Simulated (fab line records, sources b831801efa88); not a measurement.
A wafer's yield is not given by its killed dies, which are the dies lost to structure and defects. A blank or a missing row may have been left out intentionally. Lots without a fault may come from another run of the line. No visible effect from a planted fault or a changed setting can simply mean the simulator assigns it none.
fab line records | flow sky130
record: lots: 5 wafers: 15 last-day: 50
route steps=708 shown NWELL@61
lots that met no fault: taken from a fault-free run of the same line
start-h: hours from the record's opening day to when the first of the lot's shown wafers began | wait-h: time in hours since the lot's previous step | " repeats the value in the row above | L1.1+2: a single row standing in for several wafers | - no value, or no start was given | * or withheld: withheld | < > ~ a bound
route shown NAME@n: a module of which the file shows steps, and the number in the route of the first | usual: average and standard deviation across the fault-free wafers | same: alike in all rows | chamber/n: place in a boat | sites: each site's reading | _std_site: standard deviation across them | _edge_site: inner sites' mean taken away from outer sites' mean | radius-mm: how far each site lies from the wafer's centre | mask NAME#n: copy n | behind: the last tool/chamber to shape the wafer | hold: why the lot went on hold/how many hours it stayed there/how the hold came to an end | device: names the non-switching transistor (n, p or np) | end of line: the tests these same wafers got at the end of their route | a step with no rows: only its recipe | killed: count of dies lost to structure and defects at first sort (not the wafer's yield) | map: a wafer's dies, marking killed ones x, the rest . and places with no die _
set.NAME: the setting as run; set.NAME@STEP: as run at that earlier step | model.NAME: the simulator's own value behind a step, which no gauge read
a table for each step, a row for each wafer; lots at some steps of the route
services: from which hour (start-h, from the record's first day; less than 0 if before it) a tool's chamber was out of use, for how many hours, and why
== steps ==
step: SKY_NWELL_PEB_08
recipe: temp-c: 115 time-s: withheld
step: SKY_NWELL_DEVELOP_09
recipe: wall-angle-deg: 90 developer: TMAH develop-time-s: 60 dev-temp-c: 23
step: SKY_NWELL_OVL_MEAS_10
usual: NWELL_00_OVL: -0.1/1.3
columns lot.wafer tool chamber start-h wait-h NWELL_00_OVL[nm]
L652.2 overlay-02 - 102.35 - 0.1
L652.4 " - " " 1.5
L652.6 " - " " 1.6
L655.1 overlay-01 - 112.98 - 0.6
L655.3 " - " " -0.1
L655.5 " - " " -0.5
L661.1 overlay-01 - 145.75 - -0.4
L661.2 " - " " -0.5
L661.3 " - " " -0.3
L665.1 overlay-01 - 165.45 - -0.9
L665.4 " - " " 0.0
L665.6 " - " " 0.6
L673.1 overlay-02 - 215.31 - -0.6
L673.2 " - " " -1.0
L673.3 " - " " -0.6
step: SKY_NWELL_IMPLANT_11
recipe: species: P energy-kev: 400 dose-cm2: 1.9e+13 tilt-deg: withheld
step: SKY_NWELL_IMPLANT_12
recipe: species: P energy-kev: 120 dose-cm2: 1.3e+12 tilt-deg: withheld
step: SKY_NWELL_IMPLANT_13
recipe: species: P energy-kev: 50 dose-cm2: 6.919e+11 tilt-deg: withheld
step: SKY_NWELL_STRIP_14
recipe: chemistry: O2/N2 power-w: 1400 pressure-mtorr: 1500 platen-temp-c: withheld o2-flow-sccm: 3000 n2-flow-sccm: 300 overash-fraction: 0.5
usual: drypump-motor-current-A: 5.8/0.49 oes-product-au: 0.722/0.0044 strip-time-to-endpoint-s: 36.92/0.1
columns lot.wafer tool chamber start-h wait-h drypump-motor-current-A oes-product-au rf-hours-counter-h strip-time-to-endpoint-s
L652.2 plasma-asher-02 0 102.83 0.1 6.0 0.718 43 36.91
L652.4 " 1 " " 5.0 0.723 - 37.02
L652.6 " 1 " " 5.0 0.719 - 36.85
L655.1 plasma-asher-01 0 113.47 0.1 5.6 0.719 44 36.96
L655.3 " 0 " " 5.6 0.712 - 37.01
L655.5 " 0 " " 5.6 0.732 - 36.86
L661.1 plasma-asher-02 0 146.23 0.1 6.0 0.719 48 36.83
L661.2 " 1 " " 5.0 0.724 48 36.83
L661.3 " 1 " " 5.0 0.724 - 36.93
L665.1 plasma-asher-02 1 165.93 0.1 5.0 0.721 50 37.13
L665.4 " 0 " " 6.0 0.726 - 36.99
L665.6 " 0 " " 6.0 0.722 - 37.01
L673.1 plasma-asher-04 1 215.80 0.1 5.6 0.719 40 36.95
L673.2 " 0 " " 5.9 0.719 40 36.96
L673.3 " 1 " " 5.6 0.722 - 37.00
step: SKY_NWELL_TW_MEAS_15
usual: NWELL_TW: 1812/12
columns lot.wafer tool chamber start-h wait-h NWELL_TW
L652.2 film-metro-03 - 102.94 0.1 1815
L652.4 " - " " 1813
L652.6 " - " " 1824
L655.1 film-metro-03 - 113.57 0.1 1816
L655.3 " - " " 1812
L655.5 " - " " 1813
L661.1 film-metro-01 - 146.33 0.1 1806
L661.2 " - " " 1803
L661.3 " - " " 1814
L665.1 film-metro-01 - 166.03 0.1 1801
L665.4 " - " " 1809
L665.6 " - " " 1809
L673.1 film-metro-03 - 215.90 0.1 1810
L673.2 " - " " 1816
L673.3 " - " " 1814
step: SKY_NWELL_DEHYDRATE_16
recipe: temp-c: 200 time-s: 60
step: SKY_NWELL_HMDS_17
recipe: prime-time-s: 60 prime-temp-c: 120
step: SKY_NWELL_COAT_18
recipe: spin-rpm: 2000 resist-thk-nm: 3000
step: SKY_NWELL_SOFTBAKE_19
recipe: temp-c: 110 time-s: withheld
step: SKY_NWELL_EXPOSE_20
recipe: mask-id: NWM_COMPLEMENT na: 0.6 source-shape: conventional sigma-outer: 0.6 polarization: unpolarized target-cd-nm: 840 dose-mj: 260
columns lot.wafer tool chamber start-h wait-h mask
L652.2+4+6 iline-stepper-02 0 112.65 - NWM_COMPLEMENT#0
L655.1+3+5 iline-stepper-01 0 122.24 - NWM_COMPLEMENT_R1#0
L661.1+2+3 iline-stepper-01 0 156.68 - NWM_COMPLEMENT#0
L665.1+4+6 iline-stepper-02 0 177.19 - NWM_COMPLEMENT#0
L673.1+2+3 iline-stepper-01 0 227.07 - NWM_COMPLEMENT#0
step: SKY_NWELL_PEB_21
recipe: temp-c: 115 time-s: withheld
== services ==
columns tool chamber start-h hours kind
iline-stepper-02 - 120.89 8.9 pm
iline-stepper-02 - 139.32 4.3 pm
iline-stepper-01 - 143.65 1.7 pm
plasma-asher-02 - 157.40 0.4 repair
plasma-asher-02 - 175.27 1.8 repair
plasma-asher-01 - 206.01 6.3 repair
== key ==
first-sign: step: SKY_NWELL_EXPOSE_20 reading: mask direction: changed
effect none on later readings
met-at SKY_NWELL_EXPOSE_20
struck-wafers L655.1,L655.3,L655.5
sort-left-out L655.1,L655.3,L655.5
tester-left-out L655
fault: kind: wrong-mask tool: any chamber: - onset-h: 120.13 steps: SKY_NWELL_EXPOSE_20 aux-copy: NWM_COMPLEMENT_R1#0 cd-offset-nm: -168 scope: struck-lots-only
tester-left-out: of these lots the tester's yield and bins aren't shown, on N5 and GAA mostly nor the transistor test; their killed dies are dies lost to structure and defects alone, not to doping, threshold or leakage, so they don't give the yield
sort-left-out: the simulated sort isn't trusted on such a fault, so these wafers' sort isn't shown, and their yield isn't known
